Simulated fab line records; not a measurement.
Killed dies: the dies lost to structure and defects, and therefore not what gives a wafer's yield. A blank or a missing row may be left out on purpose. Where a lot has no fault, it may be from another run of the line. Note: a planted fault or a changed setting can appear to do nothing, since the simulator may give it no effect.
Chamber matching | flow sky130 | 3 sister chambers for SKY_VIA2_CMP_24 on cmp-01
The step polishes, stops on SiO2, t overpolish 20 s, target thk 0 nm. 6 wafers are shown with their chamber, then 2 later ones without.

## WAFERS WITH THEIR CHAMBER
wafer  | chamber | motor_current_A (A) | time_to_endpoint_s (s)
L257.1 | 0       | 10.5                | 100.4
L258.1 | 0       | 10.6                | 101.1
L258.2 | 3       | 11.9                | 103.7
L258.6 | 1       | 12.2                | 99.3
L266.2 | 3       | 12.2                | 110.9
L266.4 | 1       | 13.2                | 103.3

## WAFERS WITH NO CHAMBER GIVEN
wafer  | motor_current_A (A) | time_to_endpoint_s (s)
L267.4 | 11.8                | 99.7
L270.3 | 13.4                | 100.1

## EACH ONE'S CHAMBER
wafer  | from the rows above          | in truth
L267.4 | can't be placed: 1 or 3 or 0 | 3
L270.3 | 1                            | 1
Placed correctly: 1 of 2. From these rows, 1 cannot be placed; in 1 the true chamber is one of the candidates. 0 placed wrongly.
How it was worked out, from the rows above alone: a wafer's distance from a chamber is the root of the sum, over the readings, of the square of ((its reading less the chamber's mean) divided by the reading's scatter). If the next closest chamber is less than 2 further off than the closest, the wafer can't be placed; otherwise it belongs to the closest. The mean given for a chamber averages the wafers shown for that chamber. The scatter is the square root of a quotient: the sum, over the shown wafers, of each reading's squared deviation from its chamber's mean, divided by wafers minus chambers.
